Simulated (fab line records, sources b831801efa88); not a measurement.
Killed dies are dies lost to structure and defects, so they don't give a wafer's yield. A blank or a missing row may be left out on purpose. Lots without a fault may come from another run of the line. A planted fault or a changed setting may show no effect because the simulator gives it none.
fab line records | flow sky130
record lots=11 wafers=33 last_day=50
route steps=708 shown METAL2@486 VIA2@515 PAD_OPEN@708
lots that met no fault: from a run of the same line without faults
start_h: hours from the record's first day to the start of the lot's first wafer shown | wait_h: hours since the lot's step before | " the same as in the row above | L1.1+2: a row that stands for several wafers | - no value, or no start given | * or withheld: withheld | < > ~ a bound
route shown NAME@n: a module of which the file shows steps, and the number in the route of the first | usual: mean/standard deviation of fault-free wafers | same: alike in all rows | chamber/n: place in a boat | sites: the reading at each site | _std_site: their standard deviation | _edge_site: outer sites' mean less inner sites' | radius_mm: how far each site lies from the wafer's centre | mask NAME#n: copy n | behind: the tool/chamber that last shaped the wafer | hold: why the lot was held/for how many hours/how that ended | device: the transistor (n, p or np) that didn't switch | end of line: the same wafers' tests at the end of the route | a step without rows: its recipe alone | killed: dies lost to structure and defects at the first sort, not the wafer's yield | map: a wafer's dies, x killed, . not, _ none there
set.NAME: the setting as run; set.NAME@STEP: as run at that earlier step | model.NAME: the simulator's own value behind a step, which no gauge read
steps of the route over a sample of lots; a table a step, a row a wafer
services: from which hour (start_h, from the record's first day; less than 0 if before it) a tool's chamber was out of use, for how many hours, and why
## steps
# step SKY_METAL2_SPUTTER_03
# recipe material=Ti target_thk_nm=5 power_w=3000 time_s=3.3 chamber_pressure_pa=0.4
# usual throttle_valve_pct=30.1/1
# columns lot.wafer tool chamber start_h wait_h throttle_valve_pct
L195.2 pvd_sputter-03 - 819.01 0.0 30.2
L195.3 " - " " 29.2
L195.4 " - " " 31.8
L196.3 pvd_sputter-02 - 822.41 0.0 29.6
L196.5 " - " " 31.0
L196.6 " - " " 29.6
L197.2 pvd_sputter-03 - 829.44 0.0 29.0
L197.3 " - " " 32.0
L197.6 " - " " 31.8
L198.1 pvd_sputter-03 - 840.14 0.0 30.1
L198.3 " - " " 29.0
L198.5 " - " " 30.5
L200.2 pvd_sputter-03 - 860.84 0.0 31.8
L200.4 " - " " 28.6
L200.5 " - " " 28.8
L211.1 pvd_sputter-02 - 938.41 0.0 29.7
L211.3 " - " " 29.3
L211.5 " - " " 28.9
L212.3 pvd_sputter-04 - 943.25 0.0 30.0
L212.4 " - " " 29.9
L212.6 " - " " 30.2
L213.1 pvd_sputter-02 - 950.40 0.0 29.5
L213.2 " - " " 29.1
L213.6 " - " " 29.8
L214.2 pvd_sputter-03 - 959.14 0.0 32.0
L214.4 " - " " 28.8
L214.6 " - " " 29.3
L215.1 pvd_sputter-02 - 966.81 0.0 29.6
L215.4 " - " " 29.0
L215.6 " - " " 29.9
L216.1 pvd_sputter-03 - 971.58 0.0 29.4
L216.2 " - " " 30.2
L216.6 " - " " 31.8
# step SKY_METAL2_ETCH_18
# recipe chemistry=N2/H2 target=BARC ion_energy_ev=200 bias_w=100 pressure_mtorr=30 n2_flow_sccm=100 h2_flow_sccm=200 icp_w=500 stop_on=SiO2 time_s=45.9 target_depth_a=600
# usual bias_w=100.05/0.27 drypump_motor_current_A=5.9/0.42 h2_flow_sccm=200.0/0.55 oes_product_au=0.854/0.0043 throttle_valve_pct=13.226/0.0099
# columns lot.wafer tool chamber start_h wait_h bias_w drypump_motor_current_A h2_flow_sccm oes_product_au rf_hours_counter_h throttle_valve_pct
L195.2 rie_metal-01 0 845.65 0.0 99.71 6.6 199.6 0.851 2 13.237
L195.3 " 0 " " 99.80 6.6 200.2 0.850 - 13.222
L195.4 " 1 " " 100.29 5.4 200.5 0.853 - 13.236
L196.3 rie_metal-04 1 848.66 0.0 100.29 5.6 199.9 0.851 - 13.221
L196.5 " 1 " " 99.90 5.6 199.6 0.853 - 13.233
L196.6 " 0 " " 100.06 6.1 200.3 0.851 - 13.224
L197.2 rie_metal-01 1 855.94 0.0 99.91 5.4 199.7 0.852 11 13.217
L197.3 " 0 " " 99.91 6.6 200.6 0.858 - 13.220
L197.6 " 0 " " 100.10 6.6 199.4 0.857 - 13.220
L198.1 rie_metal-03 1 865.62 0.1 100.18 6.2 200.6 0.858 17 13.228
L198.3 " 1 " " 100.68 6.2 199.5 0.853 - 13.232
L198.5 " 1 " " 100.47 6.2 199.4 0.865 - 13.223
L200.2 rie_metal-03 0 886.86 0.0 99.99 5.7 199.3 0.853 4 13.224
L200.4 " 0 " " 99.96 5.7 200.2 0.853 - 13.226
L200.5 " 0 " " 100.05 5.7 199.8 0.854 - 13.208
L211.1 rie_metal-04 1 964.09 0.0 99.79 5.6 200.8 0.853 13 13.233
L211.3 " 0 " " 100.37 6.1 200.1 0.854 - 13.253
L211.5 " 1 " " 99.71 5.6 201.0 0.862 - 13.236
L212.3 rie_metal-01 1 968.52 0.0 100.20 5.3 199.9 0.843 - 13.209
L212.4 " 0 " " 100.10 6.6 200.6 0.847 - 13.231
L212.6 " 0 " " 99.99 6.6 199.2 0.850 - 13.235
L213.1 rie_metal-03 1 976.00 0.0 99.75 6.1 199.2 0.849 2 13.224
L213.2 " 0 " " 99.70 5.7 200.5 0.855 9 13.240
L213.6 " 0 " " 99.87 5.7 199.8 0.851 - 13.256
L214.2 rie_metal-01 1 983.19 0.0 100.69 5.4 200.4 0.855 17 13.222
L214.4 " 1 " " 100.35 5.3 199.7 0.859 - 13.221
L214.6 " 1 " " 100.58 5.4 200.6 0.855 - 13.225
L215.1 rie_metal-04 1 991.65 0.0 99.83 5.6 200.3 0.853 15 13.229
L215.4 " 1 " " 100.57 5.6 199.8 0.856 - 13.215
L215.6 " 0 " " 99.85 6.1 199.5 0.858 - 13.230
L216.1 rie_metal-04 0 995.54 0.0 99.92 6.1 199.0 0.853 13 13.206
L216.2 " 1 " " 100.03 5.6 199.9 0.852 15 13.236
L216.6 " 0 " " 99.80 6.1 199.8 0.856 - 13.234
# step SKY_VIA2_SOFTBAKE_08
# recipe temp_c=100 time_s=90 resist=KrF-thick
# usual heater_power_total_W=57.36/0.12 run_length_s=119.20/0.12
# columns lot.wafer tool chamber start_h wait_h heater_power_total_W run_length_s
L195.2 litho_track-04 0 860 - 57.28 119.23
L195.3 " 0 " " 57.40 119.20
L195.4 " 0 " " 57.32 119.26
L196.3 litho_track-04 0 862 - 57.33 119.50
L196.5 " 0 " " 57.35 119.20
L196.6 " 0 " " 57.29 119.20
L197.2 litho_track-03 0 869 - 57.24 119.23
L197.3 " 0 " " 57.11 119.40
L197.6 " 0 " " 57.22 119.28
L198.1 litho_track-04 0 879 - 61.79 100.59
L198.3 " 0 " " 62.19 100.54
L198.5 " 0 " " 61.89 100.63
L200.2 litho_track-04 0 900 - 61.96 100.68
L200.4 " 0 901 - 61.90 100.55
L200.5 " 0 " " 61.82 100.47
L211.1 litho_track-03 0 976 - 57.42 119.27
L211.3 " 0 " " 57.40 119.23
L211.5 " 0 " " 57.22 119.26
L212.3 litho_track-04 0 981 - 57.28 119.35
L212.4 " 0 " " 57.29 119.13
L212.6 " 0 " " 57.15 119.18
L213.1 litho_track-04 0 990 - 57.19 119.28
L213.2 " 0 " " 57.33 119.22
L213.6 " 0 " " 57.22 119.31
L214.2 litho_track-03 0 996 - 57.18 119.12
L214.4 " 0 " " 57.22 119.33
L214.6 " 0 " " 57.54 119.14
L215.1 litho_track-03 0 1004 - 57.35 119.21
L215.4 " 0 " " 57.46 119.24
L215.6 " 0 " " 57.52 119.22
L216.1 litho_track-04 0 1009 - 57.43 119.22
L216.2 " 0 " " 57.42 119.16
L216.6 " 0 " " 57.40 119.16
# step SKY_VIA2_ETCH_14
# recipe chemistry=N2/H2 target=BARC ion_energy_ev=200 source_w=500 bias_w=100 pressure_mtorr=30 n2_flow_sccm=100 h2_flow_sccm=200 stop_on=SiO2 time_s=45.9 target_depth_a=600
# usual bias_w=99.99/0.26 drypump_motor_current_A=5.6/0.41 h2_flow_sccm=199.9/0.55 oes_product_au=0.854/0.0046 throttle_valve_pct=13.224/0.0094
# columns lot.wafer tool chamber start_h wait_h bias_w drypump_motor_current_A h2_flow_sccm oes_product_au rf_hours_counter_h throttle_valve_pct
L195.2 rie_diel-03 1 872.67 0.0 99.99 5.0 199.8 0.854 13 13.226
L195.3 " 3 " " 100.12 5.5 200.5 0.860 6 13.205
L195.4 " 2 " " 99.62 5.9 200.3 0.848 25 13.225
L196.3 rie_diel-04 0 875.97 0.0 100.24 5.7 198.9 0.854 12 13.223
L196.5 " 0 " " 99.84 5.7 199.8 0.860 - 13.235
L196.6 " 1 " " 100.39 6.3 200.5 0.855 - 13.227
L197.2 rie_diel-04 0 883.87 0.0 100.01 5.7 200.1 0.863 13 13.226
L197.3 " 3 " " 100.13 5.9 199.6 0.852 3 13.216
L197.6 " 1 " " 99.76 6.3 199.9 0.855 - 13.218
L198.1 rie_diel-03 3 892.97 0.0 100.08 5.6 199.8 0.857 6 13.210
L198.3 " 1 " " 100.07 5.0 198.9 0.858 14 13.213
L198.5 " 0 " " 99.91 5.0 199.8 0.856 - 13.227
L200.2 rie_diel-04 1 913.71 0.0 99.97 6.3 200.1 0.856 13 13.209
L200.4 " 2 " " 99.69 5.7 199.3 0.854 8 13.221
L200.5 " 2 " " 100.19 5.7 199.9 0.847 - 13.226
L211.1 rie_diel-01 1 989.98 0.0 100.06 5.5 200.8 0.848 3 13.221
L211.3 " 0 " " 99.82 5.7 200.2 0.853 7 13.231
L211.5 " 2 " " 100.09 6.3 200.0 0.860 - 13.229
L212.3 rie_diel-03 0 993.36 0.0 100.06 5.0 200.5 0.849 24 13.217
L212.4 " 2 " " 99.67 5.9 200.3 0.858 1 13.222
L212.6 " 2 " " 100.40 5.9 200.7 0.854 - 13.228
L213.1 rie_diel-04 0 1001.41 0.0 99.84 5.7 200.6 0.854 16 13.225
L213.2 " 1 " " 100.01 6.3 201.0 0.849 16 13.221
L213.6 " 2 " " 99.79 5.7 199.7 0.860 - 13.212
L214.2 rie_diel-03 1 1007.83 0.0 99.75 5.0 200.5 0.849 18 13.219
L214.4 " 2 " " 100.04 5.9 199.8 0.856 2 13.220
L214.6 " 0 " " 99.88 5.0 200.1 0.849 - 13.252
L215.1 rie_diel-03 3 1016.97 0.0 99.61 5.6 200.0 0.845 11 13.227
L215.4 " 2 " " 99.60 5.9 199.2 0.848 2 13.245
L215.6 " 2 " " 99.95 5.8 199.5 0.851 - 13.221
L216.1 rie_diel-03 1 1020.22 0.0 100.28 5.0 198.7 0.856 19 13.219
L216.2 " 2 " " 100.41 5.9 199.1 0.854 2 13.241
L216.6 " 3 " " 99.85 5.5 200.5 0.851 - 13.224
# step SKY_PAD_OPEN_PROBE_99
# usual defect_limited_yield=82.6/1.9 killed_at_M0_to_M3=43/5.9 killed_at_M4_up=2.9/1.5 killed_at_contacts=24/5 killed_at_front_end=15/4.8 killed_at_other=0.2/0.5 killed_dies=86/9.3 killed_open=47/7.1 killed_short=38/6.3 sort_bin_3_pad_short=0.8/0.42 sort_bin_5_function=10.2/1.4 sort_bin_6_memory=6.4/1.1 sort_n_pass=406/9.3 sort_yield_pct=82.6/1.9
# same gross_dies=492 killed_at_back_side=0 sort_bin_4_leakage[%]=0 sort_bin_8_speed[%]=0
# columns lot.wafer tool chamber start_h wait_h defect_limited_yield[%] killed_at_M0_to_M3 killed_at_M4_up killed_at_contacts killed_at_front_end killed_at_other killed_dies killed_open killed_short sort_bin_3_pad_short[%] sort_bin_5_function[%] sort_bin_6_memory[%] sort_n_pass sort_yield_pct[%]
L196.3 prober-02 - 1098.78 0.2 81.1 52 4 24 12 1 93 49 44 0.2 11.2 7.5 399 81.1
L196.5 prober-02 - 1098.88 0.2 82.5 41 1 28 16 0 86 39 47 1.6 10.6 5.3 406 82.5
L196.6 prober-02 - 1098.93 0.2 81.5 53 2 27 9 0 91 47 44 1.0 11.6 5.9 401 81.5
L214.2 prober-01 - 1197.51 0.1 84.1 42 1 18 17 0 78 46 32 0.4 10.0 5.5 414 84.1
L214.4 prober-01 - 1197.61 0.2 85.8 39 3 12 16 0 70 37 33 1.0 8.3 4.9 422 85.8
L214.6 prober-01 - 1197.71 0.2 82.3 46 5 23 13 0 87 40 47 1.2 9.6 6.9 405 82.3
# killed by level:class
L196.3 VIA1:geometric_particle:open=14 VIA3:geometric_particle:open=8 VIA2:geometric_particle:open=7 LI_CONTACT:geometric_particle:open=6 METAL3:geometric_particle:short=6 CONTACT:geometric_particle:open=6 LI_CONTACT:geometric_particle:short=5 VIA1:geometric_particle:short=5
L196.5 CONTACT:geometric_particle:open=12 VIA1:geometric_particle:short=8 METAL2:geometric_particle:short=7 VIA1:geometric_particle:open=7 LI_CONTACT:geometric_particle:open=6 FIELD_ISO:geometric_particle:short=5 CONTACT:geometric_particle:short=5 METAL1:geometric_particle:open=5
L196.6 CONTACT:geometric_particle:open=13 METAL2:geometric_particle:short=8 METAL1:geometric_particle:short=8 LI_CONTACT:geometric_particle:open=7 VIA1:geometric_particle:open=7 VIA1:geometric_particle:short=7 VIA3:geometric_particle:open=7 VIA3:geometric_particle:short=6
L214.2 VIA2:geometric_particle:open=9 LI_CONTACT:geometric_particle:open=7 VIA1:geometric_particle:open=6 POLY_GATE:geometric_particle:open=6 CONTACT:geometric_particle:open=6 METAL2:geometric_particle:short=6 VIA3:geometric_particle:open=5 FIELD_ISO:geometric_particle:short=4
L214.4 VIA2:geometric_particle:open=6 FIELD_ISO:geometric_particle:open=5 POLY_GATE:geometric_particle:short=5 VIA3:geometric_particle:short=5 CONTACT:geometric_particle:open=5 METAL2:geometric_particle:short=5 LI_CONTACT:geometric_particle:open=4 VIA1:geometric_particle:open=4
L214.6 VIA1:geometric_particle:open=8 METAL2:geometric_particle:short=7 CONTACT:geometric_particle:short=6 METAL1:geometric_particle:short=6 VIA2:geometric_particle:open=6 FIELD_ISO:geometric_particle:open=5 CONTACT:geometric_particle:open=5 METAL2:geometric_particle:open=4
## services
# columns tool chamber start_h hours kind
rie_metal-01 - 814.60 7.1 repair
rie_diel-01 1 824.17 1.9 repair
rie_metal-03 0 836.06 42.8 repair
rie_diel-01 - 837.04 68.4 repair
pvd_sputter-04 - 850.48 5.6 repair
rie_metal-01 - 871.29 2.8 pm
rie_diel-01 1 894.80 20.9 repair
pvd_sputter-02 - 900.91 10.6 repair
rie_metal-03 - 907.84 0.2 repair
rie_metal-03 1 917.17 - clean
rie_metal-03 1 917.17 21.5 scheduled_down
rie_metal-03 1 917.17 21.5 vent_cycle
rie_metal-04 - 919.00 0.5 repair
rie_metal-04 0 920.10 4.3 repair
rie_diel-03 2 947.13 - clean
rie_diel-03 2 947.13 13.9 scheduled_down
rie_diel-03 2 947.13 13.9 vent_cycle
rie_diel-04 - 967.33 14.6 pm
rie_metal-04 0 978.51 1.7 repair
rie_diel-04 0 984.70 15.3 repair
rie_metal-04 0 1015.94 1.2 repair
## key
first_sign step=SKY_VIA2_SOFTBAKE_08 reading=run_length_s direction=down sigmas=99+ usual=* struck=*
effect step=SKY_VIA2_SOFTBAKE_08 reading=heater_power_total_W direction=up sigmas=40 usual=* struck=*
met_at SKY_VIA2_SOFTBAKE_08
struck_lots L198,L200
not_acting_at SKY_METAL2_SPUTTER_03,SKY_METAL2_ETCH_18,SKY_VIA2_ETCH_14
onset_between 862 879
fault kind=process_parameter_drift tool=litho_track-04 chamber=- onset_h=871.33 steps=SKY_VIA2_SOFTBAKE_08 channel=time_s offset=* shape=step end_h=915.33 acts_in=* stated=*
